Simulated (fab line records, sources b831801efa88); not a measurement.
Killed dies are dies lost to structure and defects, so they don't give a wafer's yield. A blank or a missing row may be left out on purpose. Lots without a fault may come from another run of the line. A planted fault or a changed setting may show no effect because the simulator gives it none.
fab line records | flow sky130
record lots=24 wafers=72 last_day=50
route steps=708 shown FIELD_ISO@24 METAL1@434 VIA1@460 METAL4@599 METAL5@666
lots that met no fault: from a run of the same line without faults
start_h: hours from the record's first day to the start of the lot's first wafer shown | wait_h: hours since the lot's step before | " the same as in the row above | L1.1+2: a row that stands for several wafers | - no value, or no start given | * or withheld: withheld | < > ~ a bound
route shown NAME@n: a module of which the file shows steps, and the number in the route of the first | usual: mean/standard deviation of fault-free wafers | same: alike in all rows | chamber/n: place in a boat | sites: the reading at each site | _std_site: their standard deviation | _edge_site: outer sites' mean less inner sites' | radius_mm: how far each site lies from the wafer's centre | mask NAME#n: copy n | behind: the tool/chamber that last shaped the wafer | hold: why the lot was held/for how many hours/how that ended | device: the transistor (n, p or np) that didn't switch | end of line: the same wafers' tests at the end of the route | a step without rows: its recipe alone | killed: dies lost to structure and defects at the first sort, not the wafer's yield | map: a wafer's dies, x killed, . not, _ none there
set.NAME: the setting as run; set.NAME@STEP: as run at that earlier step | model.NAME: the simulator's own value behind a step, which no gauge read
steps of the route over a sample of lots; a table a step, a row a wafer
services: from which hour (start_h, from the record's first day; less than 0 if before it) a tool's chamber was out of use, for how many hours, and why
## steps
# step SKY_FIELD_ISO_THK_MEAS_23
# recipe reads=SiO2_of_FIELD_ISO_OXIDATION_22
# usual FIELD_ISO_OXIDATION_01_THK=10.03/0.23
# columns lot.wafer tool chamber start_h wait_h FIELD_ISO_OXIDATION_01_THK[nm]
L074.2 film_metro-03 - 31.19 0.0 9.95
L074.3 " - " " 10.14
L074.4 " - " " 9.98
L075.3 film_metro-01 - 36.43 0.0 9.86
L075.4 " - " " 9.71
L075.5 " - " " 9.73
L076.1 film_metro-01 - 43.34 0.0 9.55
L076.2 " - " " 9.76
L076.6 " - " " 9.73
L077.1 film_metro-01 - 45.94 0.0 9.81
L077.5 " - " " 9.81
L077.6 " - " " 9.77
L078.1 film_metro-04 - 50.95 0.0 10.35
L078.2 " - " " 10.30
L078.3 " - " " 10.41
L079.2 film_metro-01 - 75.82 0.0 10.49
L079.5 " - " " 10.18
L079.6 " - " " 10.35
L080.1 film_metro-04 - 76.98 0.0 10.09
L080.3 " - " " 10.14
L080.4 " - " " 9.97
L081.1 film_metro-03 - 76.98 0.0 10.29
L081.3 " - " " 10.32
L081.4 " - " " 10.11
L082.2 film_metro-01 - 76.99 0.0 10.12
L082.5 " - " " 9.83
L082.6 " - " " 9.94
L083.1 film_metro-03 - 81.84 0.0 10.28
L083.3 " - " " 10.36
L083.6 " - " " 10.16
L084.1 film_metro-03 - 85.77 0.0 9.84
L084.3 " - " " 9.81
L084.6 " - " " 9.82
L085.4 film_metro-01 - 92.64 0.0 10.18
L085.5 " - " " 10.07
L085.6 " - " " 10.33
L086.1 film_metro-03 - 95.29 0.0 9.72
L086.2 " - " " 9.95
L086.6 " - " " 9.88
L087.2 film_metro-03 - 99.17 0.0 9.96
L087.4 " - " " 9.94
L087.5 " - " " 10.02
L088.1 film_metro-03 - 106.01 0.0 9.94
L088.4 " - " " 9.90
L088.5 " - " " 9.81
L089.2 film_metro-03 - 112.86 0.0 9.77
L089.5 " - " " 9.97
L089.6 " - " " 9.92
L090.1 film_metro-04 - 123.97 0.0 10.31
L090.5 " - " " 10.46
L090.6 " - " " 10.44
L091.1 film_metro-01 - 123.97 0.0 9.91
L091.3 " - " " 10.17
L091.5 " - " " 10.28
L092.3 film_metro-03 - 123.99 0.0 9.99
L092.4 " - " " 9.88
L092.5 " - " " 9.84
L093.2 film_metro-01 - 135.36 0.0 9.86
L093.3 " - " " 9.79
L093.4 " - " " 10.03
L094.1 film_metro-03 - 143.71 0.0 9.60
L094.4 " - " " 9.80
L094.5 " - " " 9.83
L096.1 film_metro-04 - 150.55 0.0 9.85
L096.3 " - " " 9.76
L096.5 " - " " 9.92
L095.3 film_metro-03 - 150.57 0.0 10.25
L095.4 " - " " 10.11
L095.5 " - " " 10.32
L097.1 film_metro-04 - 155.66 0.0 10.27
L097.2 " - " " 10.18
L097.3 " - " " 10.28
# step SKY_METAL1_SPUTTER_00
# recipe material=Ti target_thk_nm=15 power_w=3000 time_s=10 chamber_pressure_pa=0.4
# usual throttle_valve_pct=29.6/1.1
# columns lot.wafer tool chamber start_h wait_h throttle_valve_pct
L074.2 pvd_sputter-01 - 727.99 0.2 30.6
L074.3 " - " " 29.9
L074.4 " - " " 29.8
L075.3 pvd_sputter-01 - 739.76 0.2 29.2
L075.4 " - " " 29.6
L075.5 " - " " 29.6
L076.1 pvd_sputter-01 - 745.94 0.1 29.4
L076.2 " - " " 30.8
L076.6 " - " " 29.7
L077.1 pvd_sputter-01 - 751.18 0.2 29.5
L077.5 " - " " 29.6
L077.6 " - " " 29.4
L078.1 pvd_sputter-01 - 758.20 0.2 30.7
L078.2 " - " " 29.6
L078.3 " - " " 29.7
L079.2 pvd_sputter-01 - 802.24 0.2 30.6
L079.5 " - " " 29.8
L079.6 " - " " 29.7
L080.1 pvd_sputter-01 - 804.16 0.1 30.5
L080.3 " - " " 29.4
L080.4 " - " " 29.5
L081.1 pvd_sputter-04 - 805.04 0.2 30.7
L081.3 " - " " 30.3
L081.4 " - " " 30.1
L082.2 pvd_sputter-03 - 807.58 0.2 27.7
L082.5 " - " " 29.2
L082.6 " - " " 30.1
L084.1 pvd_sputter-03 - 811.04 0.2 28.1
L084.3 " - " " 29.9
L084.6 " - " " 27.9
L083.1 pvd_sputter-04 - 814.59 0.2 30.9
L083.3 " - " " 30.3
L083.6 " - " " 30.2
L086.1 pvd_sputter-01 - 827.09 0.1 29.1
L086.2 " - " " 30.7
L086.6 " - " " 29.0
L085.4 pvd_sputter-04 - 834.42 0.3 30.2
L085.5 " - " " 30.0
L085.6 " - " " 27.1
L087.2 pvd_sputter-04 - 836.25 0.2 26.9
L087.4 " - " " 30.0
L087.5 " - " " 27.1
L088.1 pvd_sputter-04 - 853.02 0.2 30.6
L088.4 " - " " 30.0
L088.5 " - " " 29.9
L089.2 pvd_sputter-03 - 875.44 0.1 29.4
L089.5 " - " " 30.1
L089.6 " - " " 28.1
L092.3 pvd_sputter-01 - 887.34 0.2 29.5
L092.4 " - " " 30.5
L092.5 " - " " 29.5
L091.1 pvd_sputter-04 - 888.45 0.2 30.2
L091.3 " - " " 27.3
L091.5 " - " " 30.6
L090.1 pvd_sputter-01 - 888.67 0.2 29.6
L090.5 " - " " 29.7
L090.6 " - " " 29.7
L093.2 pvd_sputter-03 - 899.59 0.2 30.5
L093.3 " - " " 29.3
L093.4 " - " " 27.7
L094.1 pvd_sputter-03 - 904.54 0.1 30.2
L094.4 " - " " 29.4
L094.5 " - " " 29.4
L095.3 pvd_sputter-01 - 912.74 0.1 30.5
L095.4 " - " " 29.8
L095.5 " - " " 29.6
L096.1 pvd_sputter-04 - 913.15 0.2 26.9
L096.3 " - " " 29.9
L096.5 " - " " 29.7
L097.1 pvd_sputter-04 - 932.91 0.1 30.6
L097.2 " - " " 29.8
L097.3 " - " " 29.5
# step SKY_VIA1_CMP_02
# recipe material=SiO2 down_force_psi=4 platen_rpm=60 pad_velocity_m_s=0.94248
# usual motor_current_A=11.8/0.9 slurry_flow_ml_min=150.0/0.45
# columns lot.wafer tool chamber start_h wait_h motor_current_A slurry_flow_ml_min
L074.4 cmp-01 3 755.67 0.1 11.1 150.2
L074.3 " 0 " " 12.9 149.9
L074.2 " 1 " " 10.8 150.1
L075.3 cmp-01 1 768.05 0.0 9.8 150.2
L075.4 " 3 " " 11.4 149.9
L075.5 " 2 " " 13.7 148.9
L076.1 cmp-02 1 773.56 0.1 10.6 149.7
L076.2 " 3 " " 11.9 150.0
L076.6 " 1 " " 11.1 150.3
L077.1 cmp-02 0 780.13 0.1 12.0 148.6
L077.6 " 2 " " 11.5 150.5
L077.5 " 3 " " 11.9 150.4
L078.3 cmp-02 1 786.71 0.1 11.7 150.8
L078.2 " 2 " " 12.1 150.4
L078.1 " 3 " " 11.6 150.9
L079.2 cmp-01 0 830.54 0.2 12.8 149.6
L079.5 " 1 " " 11.1 149.1
L079.6 " 2 " " 13.0 151.1
L080.4 cmp-01 2 831.76 0.1 13.3 150.4
L080.1 " 3 " " 11.5 149.7
L080.3 " 0 " " 13.3 150.9
L081.3 cmp-02 3 833.01 0.0 11.1 150.1
L081.4 " 1 " " 11.2 149.7
L081.1 " 2 " " 12.2 150.1
L082.2 cmp-01 1 835.62 0.2 10.3 149.9
L082.5 " 2 " " 13.1 150.1
L082.6 " 3 " " 11.1 149.5
L084.1 cmp-02 3 838.31 0.1 11.3 149.4
L084.3 " 0 " " 12.0 150.9
L084.6 " 1 " " 10.5 149.3
L083.3 cmp-02 3 842.51 0.1 10.7 150.2
L083.1 " 0 " " 11.8 150.0
L083.6 " 1 " " 11.5 150.4
L086.2 cmp-01 1 854.40 0.1 10.6 150.1
L086.1 " 3 " " 11.2 149.6
L086.6 " 0 " " 13.2 149.7
L085.4 cmp-02 1 861.52 0.3 11.1 150.0
L085.5 " 2 " " 11.9 150.6
L085.6 " 3 " " 11.5 149.4
L087.4 cmp-02 1 863.60 0.1 10.9 150.3
L087.2 " 2 " " 11.7 149.3
L087.5 " 1 " " 11.1 149.8
L088.1 cmp-01 0 880.27 0.1 12.4 150.1
L088.4 " 1 " " 10.9 150.1
L088.5 " 3 " " 11.2 149.8
L089.2 cmp-02 3 902.02 0.0 11.6 150.0
L089.6 " 3 " " 12.0 149.4
L089.5 " 0 " " 10.8 150.9
L092.4 cmp-02 1 914.36 0.1 10.5 150.5
L092.3 " 2 " " 12.7 149.7
L092.5 " 3 " " 11.5 149.9
L091.3 cmp-02 0 915.15 0.1 11.6 149.9
L091.1 " 1 " " 10.8 149.9
L091.5 " 3 " " 11.5 149.6
L090.1 cmp-01 1 915.55 0.1 10.8 149.7
L090.6 " 3 " " 11.6 150.5
L090.5 " 0 " " 12.4 149.4
L093.2 cmp-02 0 926.83 0.0 11.9 150.3
L093.3 " 2 " " 12.8 150.3
L093.4 " 3 " " 11.7 150.3
L094.1 cmp-02 3 930.56 0.1 11.6 150.4
L094.4 " 1 " " 11.1 150.1
L094.5 " 3 " " 11.3 150.2
L095.4 cmp-02 3 938.85 0.0 11.6 149.7
L095.3 " 1 " " 10.6 149.8
L095.5 " 0 " " 11.7 149.3
L096.1 cmp-01 3 939.20 0.1 11.5 149.8
L096.3 " 1 " " 10.8 150.3
L096.5 " 3 " " 11.5 149.7
L097.2 cmp-01 3 958.49 0.0 11.0 150.8
L097.3 " 1 " " 10.7 149.4
L097.1 " 2 " " 13.4 150.2
# step SKY_METAL4_SPUTTER_01
# recipe material=TiN target_thk_nm=20 power_w=6500 time_s=16.7 chamber_pressure_pa=0.4
# usual throttle_valve_pct=29.6/1.4
# columns lot.wafer tool chamber start_h wait_h throttle_valve_pct
L074.2 pvd_sputter-04 - 920.66 0.0 30.1
L074.3 " - " " 30.7
L074.4 " - " " 30.2
L075.3 pvd_sputter-04 - 929.00 0.0 30.3
L075.4 " - " " 27.0
L075.5 " - " " 30.6
L076.1 pvd_sputter-02 - 935.76 0.0 29.4
L076.2 " - " " 30.2
L076.6 " - " " 29.6
L077.1 pvd_sputter-04 - 942.45 0.0 27.4
L077.5 " - " " 30.5
L077.6 " - " " 27.3
L078.1 pvd_sputter-03 - 948.52 0.0 29.5
L078.2 " - " " 32.0
L078.3 " - " " 27.7
L079.2 pvd_sputter-02 - 992.52 0.0 29.4
L079.5 " - " " 30.3
L079.6 " - " " 29.5
L081.1 pvd_sputter-03 - 993.12 0.0 29.3
L081.3 " - " " 29.9
L081.4 " - " " 32.0
L080.1 pvd_sputter-03 - 993.40 0.0 29.2
L080.3 " - " " 30.3
L080.4 " - " " 32.0
L082.2 pvd_sputter-03 - 994.62 0.0 28.0
L082.5 " - " " 31.8
L082.6 " - " " 29.3
L084.1 pvd_sputter-04 - 995.50 0.0 27.1
L084.3 " - " " 30.3
L084.6 " - " " 30.0
L083.1 pvd_sputter-02 - 999.60 0.0 29.3
L083.3 " - " " 30.2
L083.6 " - " " 29.5
L086.1 pvd_sputter-04 - 1012.40 0.0 29.8
L086.2 " - " " 30.9
L086.6 " - " " 30.9
L085.4 pvd_sputter-03 - 1017.85 0.0 31.9
L085.5 " - " " 31.9
L085.6 " - " " 27.7
L087.2 pvd_sputter-03 - 1018.55 0.0 31.8
L087.4 " - " " 30.0
L087.5 " - " " 32.1
L088.1 pvd_sputter-04 - 1033.80 0.0 30.9
L088.4 " - " " 30.3
L088.5 " - " " 30.1
L089.2 pvd_sputter-04 - 1048.20 0.0 30.6
L089.5 " - " " 30.3
L089.6 " - " " 30.0
L092.3 pvd_sputter-04 - 1063.28 0.0 27.4
L092.4 " - " " 30.3
L092.5 " - " " 30.8
L091.1 pvd_sputter-03 - 1064.96 0.0 31.8
L091.3 " - " " 27.7
L091.5 " - " " 31.9
L090.1 pvd_sputter-03 - 1065.46 0.0 29.8
L090.5 " - " " 27.9
L090.6 " - " " 30.2
L093.2 pvd_sputter-03 - 1071.86 0.0 27.8
L093.3 " - " " 30.2
L093.4 " - " " 31.9
L094.1 pvd_sputter-03 - 1074.16 0.0 29.9
L094.4 " - " " 31.8
L094.5 " - " " 29.2
L095.3 pvd_sputter-04 - 1084.77 0.0 30.6
L095.4 " - " " 27.5
L095.5 " - " " 30.3
L096.1 pvd_sputter-03 - 1085.97 0.0 27.9
L096.3 " - " " 29.5
L096.5 " - " " 32.2
L097.1 pvd_sputter-04 - 1099.64 0.0 30.8
L097.2 " - " " 29.9
L097.3 " - " " 30.3
# step SKY_METAL4_DESCUM_15
# recipe chemistry=O2 source_power_w=150 bias_power_w=0 pressure_mtorr=10 temp_c=40 time_s=8
# usual drypump_motor_current_A=5.5/0.43 he_backside_leak_sccm=3.44/0.21 oes_product_au=1.001/0.0093
# columns lot.wafer tool chamber start_h wait_h drypump_motor_current_A he_backside_leak_sccm oes_product_au rf_hours_counter_h
L074.2 rie_metal-02 1 969.31 0.0 5.1 3.55 0.994 8
L074.3 " 1 " " 5.0 3.44 0.998 -
L074.4 " 0 " " 4.9 3.30 0.997 -
L075.3 rie_metal-01 0 975.73 0.0 5.3 3.67 1.021 -
L075.4 " 1 " " 5.7 3.20 0.996 -
L075.5 " 1 " " 5.7 3.22 0.995 -
L076.1 rie_metal-02 1 985.97 0.0 5.1 3.34 0.994 8
L076.2 " 0 " " 4.8 3.32 0.993 8
L076.6 " 0 " " 4.8 3.30 1.004 -
L077.1 rie_metal-02 0 991.66 0.0 4.8 3.36 0.984 9
L077.5 " 0 " " 4.9 3.33 1.000 -
L077.6 " 1 " " 5.1 3.55 0.999 -
L078.1 rie_metal-03 0 997.16 0.0 5.4 3.52 1.000 11
L078.2 " 1 " " 6.3 3.23 1.008 6
L078.3 " 0 " " 5.4 3.60 1.018 -
L079.2 rie_metal-03 0 1037.57 0.0 5.4 3.71 1.005 13
L079.5 " 1 " " 6.3 3.17 1.018 -
L079.6 " 0 " " 5.4 3.30 1.008 -
L081.1 rie_metal-02 1 1038.57 0.0 5.1 3.54 0.983 10
L081.3 " 1 " " 5.1 3.39 0.992 -
L081.4 " 0 " " 4.9 3.27 0.988 -
L080.1 rie_metal-01 1 1038.61 0.0 5.7 3.29 0.994 7
L080.3 " 1 " " 5.7 3.20 1.001 -
L080.4 " 0 " " 5.3 3.57 1.007 -
L082.2 rie_metal-01 0 1040.14 0.0 5.3 3.74 1.003 17
L082.5 " 1 " " 5.7 3.39 0.989 -
L082.6 " 0 " " 5.3 3.66 1.008 -
L084.1 rie_metal-01 0 1040.82 0.0 5.3 3.64 1.011 18
L084.3 " 1 " " 5.7 3.59 1.005 -
L084.6 " 0 " " 5.3 3.66 1.010 -
L083.1 rie_metal-01 0 1044.51 0.0 5.3 3.54 0.999 18
L083.3 " 1 " " 5.7 3.58 0.996 -
L083.6 " 1 " " 5.7 3.36 0.989 -
L086.1 rie_metal-01 1 1056.52 0.0 5.7 3.40 0.988 9
L086.2 " 0 " " 5.3 3.70 0.998 18
L086.6 " 1 " " 5.7 3.63 0.971 -
L085.4 rie_metal-03 0 1062.72 0.0 5.4 3.49 1.006 -
L085.5 " 1 " " 6.3 2.91 1.012 -
L085.6 " 0 " " 5.4 3.57 1.007 -
L087.2 rie_metal-03 1 1063.92 0.0 6.3 3.26 1.013 10
L087.4 " 0 " " 5.4 3.53 1.012 -
L087.5 " 0 " " 5.4 3.47 1.003 -
L088.1 rie_metal-01 0 1078.32 0.0 5.3 3.65 1.013 19
L088.4 " 0 " " 5.3 3.44 1.005 -
L088.5 " 0 " " 5.3 3.54 1.003 -
L089.2 rie_metal-01 0 1091.12 0.0 5.3 3.78 1.018 20
L089.5 " 0 " " 5.3 3.85 1.006 -
L089.6 " 1 " " 5.7 3.45 0.995 -
L092.3 rie_metal-03 1 1104.78 0.0 6.3 3.04 1.006 -
L092.4 " 0 " " 5.5 3.66 0.999 -
L092.5 " 0 " " 5.4 3.99 1.003 -
L091.1 rie_metal-01 0 1107.02 0.0 5.3 3.45 1.006 21
L091.3 " 0 " " 5.3 3.54 0.996 -
L091.5 " 0 " " 5.3 3.54 0.995 -
L090.1 rie_metal-01 1 1107.67 0.0 5.7 3.51 0.992 11
L090.5 " 0 " " 5.3 3.56 1.002 -
L090.6 " 1 " " 5.7 3.34 0.992 -
L093.2 rie_metal-03 0 1112.92 0.0 5.4 3.76 1.003 19
L093.3 " 0 " " 5.4 3.52 1.008 -
L093.4 " 1 " " 6.3 3.04 1.005 -
L094.1 rie_metal-01 0 1113.92 0.0 5.3 3.29 1.005 22
L094.4 " 1 " " 5.7 3.39 0.983 -
L094.5 " 0 " " 5.3 3.46 1.007 -
L095.3 rie_metal-03 0 1125.93 0.0 5.4 3.56 1.000 -
L095.4 " 1 " " 6.3 3.06 1.006 -
L095.5 " 0 " " 5.4 3.60 1.003 -
L096.1 rie_metal-01 1 1127.67 0.0 5.7 3.35 0.994 12
L096.3 " 1 " " 5.7 3.40 0.981 -
L096.5 " 0 " " 5.3 3.68 1.019 -
L097.1 rie_metal-02 1 1139.42 0.0 5.1 3.52 1.000 19
L097.2 " 0 " " 4.9 3.17 0.993 20
L097.3 " 0 " " 4.9 3.18 0.999 -
# step SKY_METAL5_RS_MEAS_05
# recipe thk_meas_gauge=four-point-probe reads=TiN_of_METAL5_SPUTTER_04+Ti_of_METAL5_SPUTTER_03+AlCu_of_METAL5_SPUTTER_02+TiN_of_METAL5_SPUTTER_01+Ti_of_METAL5_SPUTTER_00
# usual METAL5_ALCU_RS=0.02697/0.00021
# columns lot.wafer tool chamber start_h wait_h METAL5_ALCU_RS[ohm/sq]
L074.2 film_metro-03 - 996.28 0.0 0.0271
L074.3 " - " " 0.02707
L074.4 " - " " 0.02734
L075.3 film_metro-02 - 1000.37 0.1 0.02676
L075.4 " - " " 0.0266
L075.5 " - " " 0.02668
L076.1 film_metro-03 - 1012.84 0.0 0.02703
L076.2 " - " " 0.02707
L076.6 " - " " 0.02691
L077.1 film_metro-03 - 1019.03 0.0 0.02671
L077.5 " - " " 0.02683
L077.6 " - " " 0.02686
L078.1 film_metro-01 - 1021.66 0.0 0.02703
L078.2 " - " " 0.0267
L078.3 " - " " 0.02683
L079.2 film_metro-01 - 1062.08 0.0 0.02699
L079.5 " - " " 0.02705
L079.6 " - " " 0.02709
L081.1 film_metro-03 - 1063.86 0.0 0.02698
L081.3 " - " " 0.02692
L081.4 " - " " 0.02677
L080.1 film_metro-02 - 1064.02 0.0 0.02656
L080.3 " - " " 0.02661
L080.4 " - " " 0.02695
L082.2 film_metro-02 - 1065.16 0.1 0.02698
L082.5 " - " " 0.02687
L082.6 " - " " 0.02705
L084.1 film_metro-02 - 1065.91 0.0 0.02743
L084.3 " - " " 0.02737
L084.6 " - " " 0.02731
L083.1 film_metro-03 - 1069.54 0.0 0.02687
L083.3 " - " " 0.02692
L083.6 " - " " 0.02691
L086.1 film_metro-03 - 1080.50 0.0 0.027
L086.2 " - " " 0.02701
L086.6 " - " " 0.02689
L085.4 film_metro-01 - 1086.73 0.1 0.02717
L085.5 " - " " 0.02713
L085.6 " - " " 0.02717
L087.2 film_metro-01 - 1087.77 0.0 0.0269
L087.4 " - " " 0.02682
L087.5 " - " " 0.02684
L088.1 film_metro-03 - 1102.08 0.0 0.02685
L088.4 " - " " 0.02686
L088.5 " - " " 0.02702
L089.2 film_metro-02 - 1113.36 0.0 0.02697
L089.5 " - " " 0.02686
L089.6 " - " " 0.0271
L092.3 film_metro-02 - 1128.84 0.1 0.02724
L092.4 " - " " 0.02695
L092.5 " - " " 0.02707
L091.1 film_metro-03 - 1130.60 0.0 0.02654
L091.3 " - " " 0.02683
L091.5 " - " " 0.02703
L090.1 film_metro-03 - 1131.20 0.0 0.0269
L090.5 " - " " 0.02728
L090.6 " - " " 0.02696
L093.2 film_metro-02 - 1135.91 0.0 0.027
L093.3 " - " " 0.02726
L093.4 " - " " 0.02705
L094.1 film_metro-01 - 1136.54 0.0 0.02692
L094.4 " - " " 0.02712
L094.5 " - " " 0.02698
L095.3 film_metro-02 - 1147.81 0.1 0.02691
L095.4 " - " " 0.02704
L095.5 " - " " 0.02702
L096.1 film_metro-01 - 1149.69 0.0 0.02728
L096.3 " - " " 0.02705
L096.5 " - " " 0.02716
L097.1 film_metro-03 - 1159.87 0.0 0.02699
L097.2 " - " " 0.0269
L097.3 " - " " 0.02681
## services
# columns tool chamber start_h hours kind
cmp-02 - 730.48 7.9 pm
rie_metal-01 1 730.92 9.9 repair
cmp-01 - 744.00 4.0 pm
cmp-01 - 746.87 5.5 repair
pvd_sputter-04 - 757.59 7.3 repair
rie_metal-01 1 762.45 35.1 repair
pvd_sputter-04 - 799.92 4.6 repair
pvd_sputter-01 - 837.86 1.5 repair
cmp-02 - 895.34 0.5 repair
cmp-02 - 918.87 4.0 pm
pvd_sputter-04 - 925.17 3.5 repair
rie_metal-01 - 934.53 28.1 pm
cmp-02 - 956.10 3.6 pm
pvd_sputter-03 - 969.74 1.6 repair
cmp-02 - 983.60 8.9 pm
rie_metal-01 - 993.61 0.2 repair
rie_metal-01 - 1003.69 1.4 pm
cmp-02 - 1013.64 2.5 repair
pvd_sputter-01 - 1020.04 27.1 repair
pvd_sputter-03 - 1025.82 4.5 repair
rie_metal-01 - 1062.38 15.6 pm
cmp-02 - 1099.43 8.2 pm
pvd_sputter-01 - 1101.25 4.4 repair
pvd_sputter-01 - 1128.78 3.1 repair
## key
fault none
